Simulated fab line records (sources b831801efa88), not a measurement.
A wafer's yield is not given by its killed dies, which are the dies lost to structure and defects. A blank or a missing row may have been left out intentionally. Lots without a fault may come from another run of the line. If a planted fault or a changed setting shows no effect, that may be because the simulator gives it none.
One fault seen from 2 desks / flow gf180mcu / numbers are kept per desk, each desk with only its own; the story behind them comes last

## FOR THE TOOL OWNER'S DESK: implanter-01
For each lot that ran on this tool, the mean over its sampled wafers that have a number, from the tool's own readings at GF_HV_LDD_IMPLANT_09. Any lot whose mean is over 4 standard deviations away from the usual mean is out of limits and marked OUT; that distance is given in the brackets.
Columns: A = beam_energy_keV at GF_HV_LDD_IMPLANT_09, usual 40.002
lot=L915; first seen here=day 11 22:43; A=40.007
lot=L918; first seen here=day 12 14:53; A=34.104 (-99 or more) OUT
lot=L919; first seen here=day 13 02:53; A=34.128 (-99 or more) OUT
lot=L928; first seen here=day 15 21:12; A=40.006
lot=L929; first seen here=day 16 04:43; A=40.001
lot=L931; first seen here=day 16 17:05; A=40.005
lot=L932; first seen here=day 17 02:42; A=40.030
This desk's finding: out of limits on L918, L919; first on L918, day 12 14:53 (beam_energy_keV at GF_HV_LDD_IMPLANT_09). In limits: L915, L928, L929, L931, L932.

## FROM THE METROLOGY DESK
Lot by lot, what the gauges showed, no matter which tool ran the lot: averages of those sampled wafers that carry a number. Any lot whose mean is over 4 standard deviations away from the usual mean is out of limits and marked OUT; that distance is given in the brackets.
Columns: A = POLY_GATE_OXIDATION_THK at GF_POLY_GATE_THK_MEAS_17, usual 3.98 nm; B = HV_LDD_TW at GF_HV_LDD_TW_MEAS_11, usual 2400; C = HV_LDD_RS at GF_HV_LDD_RS_MEAS_53, usual 418.4 ohm/sq
lot=L909; first seen here=day 9 17:58; A=3.92; B=2402; C=418.7
lot=L915; first seen here=day 11 02:58; A=3.95; B=2420; C=417.7
lot=L916; first seen here=day 11 09:20; A=4.01; B=2425; C=419.1
lot=L918; first seen here=day 11 19:32; A=4.02; B=2263 (-5.7) OUT; C=422.2 (+5.1) OUT
lot=L919; first seen here=day 12 06:28; A=4.16; B=2262 (-5.7) OUT; C=422.1 (+5.0) OUT
lot=L925; first seen here=day 14 00:34; A=4.01; B=2399; C=417.7
lot=L927; first seen here=day 14 13:04; A=4.06; B=2426; C=419.3
lot=L928; first seen here=day 14 23:19; A=3.96; B=2432; C=418.4
lot=L929; first seen here=day 15 06:46; A=4.06; B=2426; C=419.4
lot=L931; first seen here=day 15 18:52; A=3.87; B=2426; C=418.2
lot=L932; first seen here=day 16 04:32; A=3.93; B=2381; C=418.8
Per this desk, out of limits: L918, L919; the first was L918, day 12 15:07 (HV_LDD_TW at GF_HV_LDD_TW_MEAS_11). In limits: L909, L915, L916, L925, L927, L928, L929, L931, L932.

## PUT TOGETHER
The tool owner's desk had the chance to raise an alarm at day 12 14:53 on L918, L919.
An alarm was possible from the metrology desk at day 12 15:07, on L918, L919.
Every lot named ran GF_HV_LDD_IMPLANT_09 on implanter-01.

## WHAT THE SIMULATOR PUT IN
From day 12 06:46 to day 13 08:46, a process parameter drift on implanter-01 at GF_HV_LDD_IMPLANT_09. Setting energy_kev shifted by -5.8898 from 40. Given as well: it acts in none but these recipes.
Shown lots that were struck: L918, L919.
Hours from the fault's start to each desk's first reading out of limits: the tool owner's desk, 8; the metrology desk, 8.
